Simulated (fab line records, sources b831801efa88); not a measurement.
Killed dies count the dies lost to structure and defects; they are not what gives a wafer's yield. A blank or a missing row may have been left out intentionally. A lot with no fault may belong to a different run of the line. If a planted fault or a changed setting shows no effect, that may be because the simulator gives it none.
Which of the tools did it? + flow gf180mcu + 42 wafers from 14 lots sampled at 4 of the route's 602 steps

## WHAT THE GAUGES SHOWED, per wafer
GF_V3_THK_MEAS_03.
| lot  | measured     | on            | V3_CVD_02_THK (nm) |
|------|--------------|---------------|--------------------|
| L177 | day 21 09:43 | film_metro-01 | 840 863 861        |
| L178 | day 22 11:30 | film_metro-01 | 844 858 873        |
| L180 | day 22 19:13 | film_metro-02 | 848 834 852        |
| L183 | day 23 09:07 | film_metro-04 | 840 852 850        |
| L185 | day 24 02:02 | film_metro-04 | 851 872 858        |
| L184 | day 24 05:34 | film_metro-02 | 860 866 866        |
| L186 | day 24 10:37 | film_metro-01 | 861 857 882        |
| L190 | day 25 17:43 | film_metro-04 | 844 852 875        |
| L191 | day 26 03:39 | film_metro-04 | 840 846 865        |
| L192 | day 26 10:37 | film_metro-01 | 859 842 869        |
| L193 | day 26 18:27 | film_metro-04 | 849 837 856        |
| L195 | day 27 13:25 | film_metro-01 | 843 861 856        |
| L198 | day 28 12:51 | film_metro-01 | 854 837 870        |
| L200 | day 28 20:05 | film_metro-02 | 853 872 839        |

GF_M4_OVL_MEAS_15.
| lot  | measured     | on         | M4_OVL (nm) |
|------|--------------|------------|-------------|
| L177 | day 23 09:20 | overlay-02 | -5 -3 -2    |
| L178 | day 24 11:01 | overlay-02 | 4 6 4       |
| L180 | day 24 18:22 | overlay-02 | 2 -5 -2     |
| L183 | day 25 08:03 | overlay-01 | -5 1 -5     |
| L185 | day 26 00:29 | overlay-01 | 0 -5 -2     |
| L184 | day 26 03:56 | overlay-01 | -11 -14 -11 |
| L186 | day 26 09:02 | overlay-02 | -6 -7 -7    |
| L193 | day 28 13:23 | overlay-02 | -4 0 -2     |
| L195 | day 29 06:21 | overlay-02 | -5 -1 0     |
| L198 | day 30 05:55 | overlay-01 | -9 -12 -11  |
| L200 | day 30 11:53 | overlay-02 | -9 -5 -7    |

## TOOL THAT RAN EACH LOT (tool first, then ch and the chambers of the sampled wafers, then the start)
| lot  | GF_V3_CMP_26                  | GF_M4_SPUTTER_01             |
|------|-------------------------------|------------------------------|
| L177 | cmp-02 ch 0,1,2, day 22 09:59 | pvd_sputter-01, day 22 10:20 |
| L178 | cmp-01 ch 0,1,2, day 23 12:23 | pvd_sputter-01, day 23 12:41 |
| L180 | cmp-02 ch 2,3, day 23 19:42   | pvd_sputter-04, day 23 20:06 |
| L183 | cmp-02 ch 0,3, day 24 09:43   | pvd_sputter-03, day 24 10:07 |
| L185 | cmp-01 ch 0,1,3, day 25 01:58 | pvd_sputter-04, day 25 02:16 |
| L184 | cmp-01 ch 0,2,3, day 25 04:47 | pvd_sputter-04, day 25 05:08 |
| L186 | cmp-01 ch 0,2,3, day 25 10:19 | pvd_sputter-04, day 25 10:37 |
| L190 | cmp-01 ch 1,3, day 26 16:39   | -                            |
| L191 | cmp-01 ch 0,2,3, day 27 02:26 | -                            |
| L192 | cmp-01 ch 1,2, day 27 09:04   | -                            |
| L193 | cmp-02 ch 1,2,3, day 27 16:11 | pvd_sputter-03, day 27 16:35 |
| L195 | cmp-02 ch 1,2,3, day 28 10:46 | pvd_sputter-04, day 28 11:01 |
| L198 | cmp-02 ch 1,3, day 29 09:43   | pvd_sputter-04, day 29 10:07 |
| L200 | cmp-02 ch 0,2, day 29 16:38   | pvd_sputter-03, day 29 16:59 |
- GF_V3_CMP_26: polishes, stops on SiO2, t overpolish 15 s, target thk 0 nm.
- GF_M4_SPUTTER_01: material TiN, target thk 30 nm, time 25 s.

## AS READ BY THE TOOLS THEMSELVES (means over the sampled wafers that have a number; for cases with no such wafer, the mark the record gives instead)
GF_V3_CMP_26.
| lot  | tool   | motor_current_A (A) | overpolish_run_s (s) | time_to_endpoint_s (s) |
|------|--------|---------------------|----------------------|------------------------|
| L177 | cmp-02 | 11.0                | 15.000               | 89                     |
| L178 | cmp-01 | 12.8                | 15.004               | 90                     |
| L180 | cmp-02 | 10.4                | 14.995               | 83                     |
| L183 | cmp-02 | 8.9                 | 15.006               | 82                     |
| L185 | cmp-01 | 12.9                | 15.003               | 88                     |
| L184 | cmp-01 | 12.6                | 15.000               | 88                     |
| L186 | cmp-01 | 12.3                | 14.997               | 91                     |
| L190 | cmp-01 | 13.1                | 0.038                | 131                    |
| L191 | cmp-01 | 12.3                | 0.041                | 131                    |
| L192 | cmp-01 | 13.5                | 0.034                | 130                    |
| L193 | cmp-02 | 10.8                | 15.001               | 83                     |
| L195 | cmp-02 | 11.4                | 15.000               | 81                     |
| L198 | cmp-02 | 11.3                | 15.000               | 83                     |
| L200 | cmp-02 | 9.5                 | 15.006               | 88                     |

GF_M4_SPUTTER_01.
| lot  | tool           | throttle_valve_pct (%) |
|------|----------------|------------------------|
| L177 | pvd_sputter-01 | 29.4                   |
| L178 | pvd_sputter-01 | 29.7                   |
| L180 | pvd_sputter-04 | 30.5                   |
| L183 | pvd_sputter-03 | 30.3                   |
| L185 | pvd_sputter-04 | 30.2                   |
| L184 | pvd_sputter-04 | 30.8                   |
| L186 | pvd_sputter-04 | 30.7                   |
| L193 | pvd_sputter-03 | 29.3                   |
| L195 | pvd_sputter-04 | 30.1                   |
| L198 | pvd_sputter-04 | 31.1                   |
| L200 | pvd_sputter-03 | 29.3                   |

## THE ANSWER, worked out from the rows above alone
Rule: the lots themselves supply what counts as usual. The widest of any qualifying gaps counts: lots, ordered by their means at a reading, are off when they make up no more than a third of the lots, leave a main group of 4 or more, and stand apart from it by 3 or more times the standard deviation of that group's means. Not used: any main group whose means are identical at the precision the tables above print for the reading. A lot without any number at a reading at which 4 lots or more have one is off too. Any other lot the step has rows for is counted as sound. First the gauges in route order, then the tools' own readings, where a lot's mean is used as printed above. The first step at which some lot is off is used, and at that step the reading that is off furthest; a lot without a number counts as furthest.
Off at GF_V3_CMP_26 (overpolish_run_s): L190, L191, L192. Mean 15.001 s and standard deviation 0.0033 in the main group.
If a tool, at that step or one of the process steps before it, ran each lot that is off and ran no sound lot following the first of them, it fits. One candidate fits, namely cmp-01 at GF_V3_CMP_26. A fault onset in the window from L186 (day 25 10:19, its last sound lot) to L190 (day 26 16:39, its first lot off) fits.
The tool's own readings at GF_V3_CMP_26 bear it out: on the lots that are off they differ by more than 5 times the standard deviation of the sound lots' means. overpolish_run_s reads 0.038 s there against 15.001 s on the sound lots; time_to_endpoint_s reads 131 s there against 86 s on the sound lots.

## WHAT THE SIMULATOR HAD PUT IN
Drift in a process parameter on cmp-01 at GF_V3_CMP_26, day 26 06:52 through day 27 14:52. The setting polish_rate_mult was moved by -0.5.
Lots struck among those shown: L190, L191, L192. This agrees with what the rule above found.
